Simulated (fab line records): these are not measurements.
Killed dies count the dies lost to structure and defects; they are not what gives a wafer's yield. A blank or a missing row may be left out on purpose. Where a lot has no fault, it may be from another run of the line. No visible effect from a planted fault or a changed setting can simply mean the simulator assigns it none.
fab line records	flow sky130
record: lots: 15	wafers: 45	last-day: 50
route steps=708 shown METAL5@677 PASSIVATION@681 PAD_OPEN@707
lots untouched by any fault: they come from a run of this same line in which no faults occurred
start-h: hours from the record's first day to the start of the lot's first wafer shown	wait-h: how many hours have passed since the lot's step before this one	" identical to the entry in the row above	L1.1+2: a row that stands for several wafers	- value missing, or start not given	* or withheld: withheld	< > ~ a bound
route shown NAME@n: a module of which the file shows steps, and the number in the route of the first	usual: mean/standard deviation taken from wafers without a fault	same: alike in all rows	chamber/n: place in a boat	sites: each site's reading	_std_site: how widely they spread, as a standard deviation	_edge_site: mean of outer sites minus mean of inner sites	radius-mm: for every site, how far away it sits from the centre of the wafer	mask NAME#n: copy n	behind: the tool/chamber that last shaped the wafer	hold: why the lot was held/for how many hours/how that ended	device: which transistor (n, p or np) failed to switch	end of line: the tests these same wafers got at the end of their route	where a step has no rows: the recipe by itself	killed: dies that structure and defects cost at the first sort, which is not the same as the wafer's yield	map: a wafer's dies, x killed, . not, _ none there
set.NAME: setting as actually run; set.NAME@STEP: the setting as run at that earlier step	model.NAME: the simulator's own value behind a step, which no gauge read
steps of the route over a sample of lots; a table a step, a row a wafer
services: from which hour (start-h, from the record's first day; less than 0 if before it) a tool's chamber was out of use, for how many hours, and why
== steps ==
step: SKY_METAL5_STRIP_16
recipe: chemistry: O2/N2	power-w: 1400	pressure-mtorr: 1500	platen-temp-c: withheld	o2-flow-sccm: 3000	n2-flow-sccm: 300	overash-fraction: 0.5
usual: drypump-motor-current-A: 5.6/0.38	o2-flow-sccm: 3000/8.9	oes-product-au: 0.710/0.0049	strip-time-to-endpoint-s: 13.03/0.091
lot.wafer	tool	chamber	start-h	wait-h	drypump-motor-current-A	o2-flow-sccm	oes-product-au	rf-hours-counter-h	strip-time-to-endpoint-s
L397.1	plasma-asher-03	0	1010.88	0.2	5.5	2998	0.714	117	13.10
L397.4	"	1	"	"	5.7	3000	0.714	-	13.06
L397.6	"	0	"	"	5.5	2984	0.717	-	13.04
L401.2	plasma-asher-03	0	1064.71	0.2	5.5	2973	0.709	0	13.20
L401.5	"	1	"	"	5.8	3003	0.709	-	13.05
L401.6	"	0	"	"	5.5	2982	0.708	-	13.18
L403.1	plasma-asher-04	0	1073.36	0.2	6.1	2985	0.709	32	13.20
L403.2	"	1	"	"	6.0	2999	0.703	32	13.12
L403.3	"	1	"	"	6.0	3003	0.712	-	13.08
L404.2	plasma-asher-02	0	1075.86	0.2	5.0	2999	0.717	96	13.02
L404.4	"	1	"	"	5.6	2998	0.705	-	12.90
L404.5	"	0	"	"	5.0	3000	0.713	-	12.95
L405.1	plasma-asher-02	0	1077.21	0.2	5.0	2997	0.708	96	12.89
L405.2	"	1	"	"	5.6	2986	0.707	96	13.06
L405.5	"	0	"	"	5.0	2994	0.715	-	13.07
L408.1	plasma-asher-03	0	1087.56	0.2	5.5	3000	0.714	2	12.85
L408.3	"	1	"	"	5.7	2994	0.714	-	12.84
L408.4	"	0	"	"	5.5	2999	0.702	-	12.92
L411.1	plasma-asher-04	0	1111.57	0.4	6.1	2989	0.706	35	13.02
L411.3	"	1	"	"	6.0	2993	0.716	-	12.99
L411.5	"	1	"	"	6.0	2997	0.707	-	13.09
L413.1	plasma-asher-02	0	1131.53	0.2	5.0	3003	0.710	101	12.99
L413.4	"	0	"	"	5.0	3000	0.714	-	12.94
L413.6	"	0	"	"	5.0	2999	0.711	-	12.98
L414.1	plasma-asher-02	1	1136.26	0.2	5.6	3022	0.710	102	13.07
L414.2	"	0	"	"	5.0	3001	0.705	102	13.03
L414.4	"	0	"	"	4.9	2992	0.705	-	12.93
L412.2	plasma-asher-02	0	1140.16	0.2	5.0	2999	0.707	102	13.08
L412.4	"	0	"	"	5.0	2992	0.708	-	13.04
L412.5	"	0	"	"	5.0	2984	0.711	-	13.04
L415.1	plasma-asher-04	1	1140.46	0.2	6.0	3007	0.704	38	12.84
L415.3	"	0	"	"	6.1	3002	0.710	-	12.89
L415.5	"	1	"	"	6.0	3014	0.707	-	12.93
L416.3	plasma-asher-03	0	1142.32	0.1	5.5	2998	0.716	-	13.03
L416.4	"	1	"	"	5.7	3013	0.707	-	12.99
L416.6	"	0	"	"	5.5	2996	0.711	-	13.04
L417.1	plasma-asher-03	0	1156.06	0.2	5.5	2991	0.711	9	13.07
L417.5	"	0	"	"	5.5	2996	0.708	-	13.08
L417.6	"	1	"	"	5.7	3002	0.705	-	13.05
L420.2	plasma-asher-03	1	1160.83	0.2	5.7	3011	0.706	9	13.24
L420.3	"	1	"	"	5.7	3012	0.720	-	13.27
L420.6	"	1	"	"	5.7	3004	0.711	-	13.16
L418.1	plasma-asher-04	0	1161.13	0.2	6.1	3002	0.710	40	13.16
L418.2	"	1	"	"	6.0	3007	0.709	40	13.17
L418.4	"	0	"	"	6.1	3005	0.704	-	13.07
step: SKY_PASSIVATION_CVD_00
recipe: material: SiO2	target-thk-nm: 90	temp-c: 400	time-s: withheld	rf-w: 600
usual: heater-power-outer-w: 399/63	heater-power-w: 696/100
lot.wafer	tool	chamber	start-h	wait-h	heater-power-outer-w	heater-power-w
L397.1	pecvd-02	0	1011.47	0.0	461	790
L397.4	"	2	"	"	396	727
L397.6	"	2	"	"	407	729
L401.2	pecvd-01	2	1065.30	0.0	416	696
L401.5	"	2	"	"	411	724
L401.6	"	0	"	"	301	570
L403.1	pecvd-01	2	1073.95	0.0	504	833
L403.2	"	1	"	"	386	667
L403.3	"	0	"	"	303	551
L404.2	pecvd-03	1	1076.45	0.0	361	649
L404.4	"	0	"	"	322	498
L404.5	"	2	"	"	337	640
L405.1	pecvd-01	2	1077.84	0.0	442	743
L405.2	"	1	"	"	359	655
L405.5	"	0	"	"	335	598
L408.1	pecvd-02	1	1088.15	0.0	509	902
L408.3	"	0	"	"	424	751
L408.4	"	0	"	"	418	745
L411.1	pecvd-01	0	1112.21	0.0	328	583
L411.3	"	1	"	"	321	597
L411.5	"	0	"	"	332	592
L413.1	pecvd-02	2	1132.31	0.0	495	830
L413.4	"	1	"	"	434	748
L413.6	"	2	"	"	488	833
L414.1	pecvd-01	1	1136.85	0.0	370	659
L414.2	"	0	"	"	384	657
L414.4	"	1	"	"	371	646
L412.2	pecvd-03	0	1140.82	0.0	316	494
L412.4	"	0	"	"	314	495
L412.5	"	2	"	"	341	659
L415.1	pecvd-02	0	1141.42	0.0	445	772
L415.3	"	1	"	"	473	834
L415.5	"	2	"	"	389	708
L416.3	pecvd-01	1	1143.12	0.0	374	669
L416.4	"	2	"	"	488	809
L416.6	"	0	"	"	300	560
L417.1	pecvd-01	1	1156.69	0.0	338	582
L417.5	"	0	"	"	359	641
L417.6	"	1	"	"	329	611
L420.2	pecvd-01	1	1161.47	0.0	299	549
L420.3	"	0	"	"	379	668
L420.6	"	0	"	"	384	648
L418.1	pecvd-02	0	1161.73	0.0	454	781
L418.2	"	1	"	"	533	899
L418.4	"	1	"	"	536	913
step: SKY_PASSIVATION_DEVELOP_10
recipe: develop-time-s: 60	dev-temp-c: 23
usual: chill-plate-temp-C: 23.01/0.11	develop-time-s: 60/0	developer-temp-C: 23.01/0.11	exhaust-pa: 44.7/0.88
lot.wafer	tool	chamber	start-h	wait-h	chill-plate-temp-C	develop-time-s	developer-temp-C	exhaust-pa
L397.1	litho-track-02	0	1034	-	22.85	60	22.99	44.5
L397.4	"	0	"	"	22.91	60	22.76	43.9
L397.6	"	0	"	"	22.96	60	22.97	44.5
L401.2	litho-track-02	0	1086	-	23.18	60	23.02	43.5
L401.5	"	0	"	"	23.19	60	23.21	42.9
L401.6	"	0	"	"	23.05	60	23.14	43.7
L403.1	litho-track-01	0	1094	-	22.91	60	23.16	44.7
L403.2	"	0	"	"	23.01	60	23.01	44.3
L403.3	"	0	"	"	23.07	60	23.12	44.1
L404.2	litho-track-01	0	1097	-	22.98	60	23.05	45.8
L404.4	"	0	"	"	22.94	60	23.05	44.8
L404.5	"	0	"	"	23.05	60	23.06	45.0
L405.1	litho-track-01	0	1097	-	22.89	60	22.79	43.5
L405.2	"	0	"	"	22.89	60	22.90	44.0
L405.5	"	0	1098	-	22.88	60	22.63	42.7
L408.1	litho-track-02	0	1108	-	23.35	60	22.99	45.4
L408.3	"	0	"	"	23.28	60	23.05	44.8
L408.4	"	0	"	"	23.26	60	22.94	44.6
L411.1	litho-track-04	-	1131	-	-	-	-	-
L411.3	"	-	"	"	-	-	-	-
L411.5	"	-	"	"	-	-	-	-
L413.1	litho-track-02	-	1150	-	-	-	-	-
L413.4	"	-	"	"	-	-	-	-
L413.6	"	-	"	"	-	-	-	-
L414.1	litho-track-02	0	1155	-	22.84	60	23.00	43.2
L414.2	"	0	"	"	23.04	60	22.91	43.9
L414.4	"	0	"	"	22.97	60	23.14	43.8
L412.2	litho-track-02	-	1159	-	-	-	-	-
L412.4	"	-	"	"	-	-	-	-
L412.5	"	-	"	"	-	-	-	-
L415.1	litho-track-04	0	1159	-	23.03	60	23.03	45.3
L415.3	"	0	"	"	23.05	60	22.94	44.2
L415.5	"	0	"	"	22.99	60	23.04	44.0
L416.3	litho-track-04	0	1160	-	22.88	60	23.12	46.0
L416.4	"	0	"	"	23.09	60	22.93	45.3
L416.6	"	0	"	"	23.14	60	23.01	44.9
L417.1	litho-track-04	0	1174	-	23.08	60	22.99	45.6
L417.5	"	0	"	"	22.98	60	22.95	46.2
L417.6	"	0	"	"	23.05	60	23.12	46.3
L420.2	litho-track-02	0	1178	-	23.07	60	23.10	44.0
L420.3	"	0	"	"	22.98	60	22.96	45.3
L420.6	"	0	"	"	23.00	60	23.03	43.8
L418.1	litho-track-02	0	1179	-	23.01	60	23.04	46.7
L418.2	"	0	"	"	22.83	60	22.90	45.3
L418.4	"	0	"	"	23.02	60	23.02	45.7
step: SKY_PAD_OPEN_BOW_MEAS_13
recipe: mode: bow
usual: PAD_OPEN_BOW: 47/9.5
lot.wafer	tool	chamber	start-h	wait-h	PAD_OPEN_BOW[um]
L397.1	film-metro-01	-	1058.27	-	36
L397.4	"	-	"	"	38
L397.6	"	-	"	"	29
L401.2	film-metro-03	-	1108.91	-	44
L401.5	"	-	"	"	45
L401.6	"	-	"	"	40
L403.1	film-metro-02	-	1117.34	-	61
L403.2	"	-	"	"	53
L403.3	"	-	"	"	44
L404.2	film-metro-01	-	1119.99	-	49
L404.4	"	-	"	"	38
L404.5	"	-	"	"	40
L405.1	film-metro-01	-	1120.43	-	50
L405.2	"	-	"	"	51
L405.5	"	-	"	"	70
L408.1	film-metro-01	-	1130.93	-	51
L408.3	"	-	"	"	41
L408.4	"	-	"	"	42
L414.1	film-metro-03	-	1174.72	-	53
L414.2	"	-	"	"	62
L414.4	"	-	"	"	47
L415.1	film-metro-01	-	1179.73	-	37
L415.3	"	-	"	"	29
L415.5	"	-	"	"	41
L416.3	film-metro-02	-	1180.22	-	41
L416.4	"	-	"	"	41
L416.6	"	-	"	"	47
L417.1	film-metro-01	-	1192.98	-	53
L417.5	"	-	"	"	38
L417.6	"	-	"	"	48
L420.2	film-metro-02	-	1197.12	-	45
L420.3	"	-	"	"	40
L420.6	"	-	"	"	42
L418.1	film-metro-03	-	1198.19	-	46
L418.2	"	-	"	"	49
L418.4	"	-	"	"	37
== services ==
tool	chamber	start-h	hours	kind
pecvd-02	2	993.27	5.5	repair
pecvd-01	0	996.08	5.5	scheduled-down
pecvd-02	1	1013.36	5.5	scheduled-down
pecvd-03	-	1041.29	1.2	repair
plasma-asher-03	-	1055.28	9.0	pm
plasma-asher-03	0	1055.28	9.0	vent-cycle
plasma-asher-03	1	1055.28	9.0	vent-cycle
pecvd-03	0	1057.25	5.5	scheduled-down
plasma-asher-03	0	1064.28	-	clean
plasma-asher-03	1	1064.28	-	clean
pecvd-01	0	1095.33	2.6	repair
pecvd-02	1	1096.89	2.1	scheduled-down
plasma-asher-04	-	1107.47	4.0	pm
pecvd-01	2	1119.17	5.5	scheduled-down
plasma-asher-02	-	1160.49	4.2	repair
pecvd-01	1	1169.28	14.6	repair
== key ==
first-sign: step: SKY_PASSIVATION_DEVELOP_10	reading: tool-record	direction: missing
effect none on later readings
met-at SKY_PASSIVATION_DEVELOP_10
struck-lots L411,L412,L413
later-rows-left-out L411.1,L411.3,L411.5,L412.2,L412.4,L412.5,L413.1,L413.4,L413.6
sort-left-out L411.1,L411.3,L411.5,L412.2,L412.4,L412.5,L413.1,L413.4,L413.6
not-acting-at SKY_METAL5_STRIP_16,SKY_PASSIVATION_CVD_00,SKY_PAD_OPEN_BOW_MEAS_13
onset-between 1108 1131
fault: kind: skipped-step-whole	tool: litho-track-02,litho-track-04	chamber: -	onset-h: 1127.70	steps: SKY_PASSIVATION_DEVELOP_10	scope: struck-lots-only
sort-left-out: the simulated sort isn't trusted on such a fault, so these wafers' sort isn't shown, and their yield isn't known
later-rows-left-out: the simulator's readings of these wafers behind a module that went badly wrong aren't trusted and aren't shown, but for the sort
